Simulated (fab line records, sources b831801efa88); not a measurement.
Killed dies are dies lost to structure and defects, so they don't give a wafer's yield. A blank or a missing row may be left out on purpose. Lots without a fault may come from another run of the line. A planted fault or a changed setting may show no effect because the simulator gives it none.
Which tool did it? | flow sky130 | 10 lots, 30 wafers sampled, at 4 steps of a route of 708

WHAT THE GAUGES READ, wafer by wafer
SKY_RES_XHIGH_TW_MEAS_09.
lot  | measured     | on            | RES_XHIGH_TW
L275 | day 27 04:23 | film_metro-04 | 1631 1632 1630
L277 | day 27 22:37 | film_metro-02 | 1621 1621 1624
L282 | day 29 14:49 | film_metro-02 | 1908 1905 1920
L281 | day 29 16:19 | film_metro-02 | 1921 1909 1915
L283 | day 30 01:28 | film_metro-04 | 1640 1640 1638
L288 | day 31 20:51 | film_metro-01 | 1672 1673 1677
L291 | day 32 19:30 | film_metro-02 | 1621 1623 1623
L292 | day 33 13:38 | film_metro-04 | 1633 1627 1633
L295 | day 34 01:09 | film_metro-02 | 1612 1616 1609
L296 | day 34 03:53 | film_metro-02 | 1602 1612 1605

WHICH TOOL RAN EACH LOT (tool, then ch and the chambers of the sampled wafers, then the start)
lot  | SKY_POLY_CUT_ETCH_10               | SKY_RES_XHIGH_IMPLANT_07        | SKY_RES_XHIGH_STRIP_08
L275 | rie_diel-04 ch 1,2, day 24 16:47   | implanter-02 ch 0, day 27 04:08 | plasma_asher-04 ch 0,1, day 27 04:17
L277 | rie_diel-03 ch 0,3, day 25 11:38   | implanter-01 ch 0, day 27 22:22 | plasma_asher-03 ch 1, day 27 22:31
L282 | rie_diel-01 ch 2,3, day 27 05:14   | implanter-01 ch 0, day 29 14:35 | plasma_asher-03 ch 0,1, day 29 14:43
L281 | rie_diel-03 ch 2,3, day 27 06:20   | implanter-01 ch 0, day 29 16:04 | plasma_asher-02 ch 0,1, day 29 16:13
L283 | rie_diel-04 ch 1,3, day 27 16:38   | implanter-02 ch 0, day 30 01:14 | plasma_asher-02 ch 0,1, day 30 01:21
L288 | rie_diel-01 ch 0,1,2, day 29 11:02 | implanter-02 ch 0, day 31 20:38 | plasma_asher-04 ch 0,1, day 31 20:46
L291 | rie_diel-04 ch 1,2,3, day 30 10:17 | implanter-01 ch 0, day 32 19:17 | plasma_asher-02 ch 0,1, day 32 19:25
L292 | rie_diel-01 ch 0,1,3, day 31 05:55 | implanter-01 ch 0, day 33 13:23 | plasma_asher-02 ch 0,1, day 33 13:32
L295 | rie_diel-04 ch 1,2,3, day 31 17:38 | implanter-01 ch 0, day 34 00:56 | plasma_asher-02 ch 0,1, day 34 01:03
L296 | rie_diel-01 ch 0,1, day 31 20:26   | implanter-01 ch 0, day 34 03:38 | plasma_asher-02 ch 0,1, day 34 03:46
- SKY_POLY_CUT_ETCH_10: etches BARC in N2/H2, stops on SiO2, time 45.9 s, target depth 60 nm.
- SKY_RES_XHIGH_IMPLANT_07
- SKY_RES_XHIGH_STRIP_08: strips in O2/N2.

THE ANSWER, worked out from the rows above alone
Rule: what is usual is taken from the lots themselves. Put in order of their means at a reading, lots are off if they are a third of the lots or fewer, leave a main group of 4 or more, and stand apart from it by a gap of 3 or more times the standard deviation of the main group's means; of several such gaps the widest counts. A main group whose means are all the same, to the digits that the tables above print for the reading, isn't used. A lot without any number at a reading at which 4 lots or more have one is off too. The other lots that the step has rows for count as sound.
Off: L282, L281, at SKY_RES_XHIGH_TW_MEAS_09 (RES_XHIGH_TW). The main group: mean 1630, standard deviation 19.
A tool fits if, at a process step before that reading, it ran every lot that is off, and no sound lot after the first of them. The gauges at SKY_RES_XHIGH_TW_MEAS_09 are tried like those tools. None of those tried fits.

WHAT THE SIMULATOR HAD PUT IN
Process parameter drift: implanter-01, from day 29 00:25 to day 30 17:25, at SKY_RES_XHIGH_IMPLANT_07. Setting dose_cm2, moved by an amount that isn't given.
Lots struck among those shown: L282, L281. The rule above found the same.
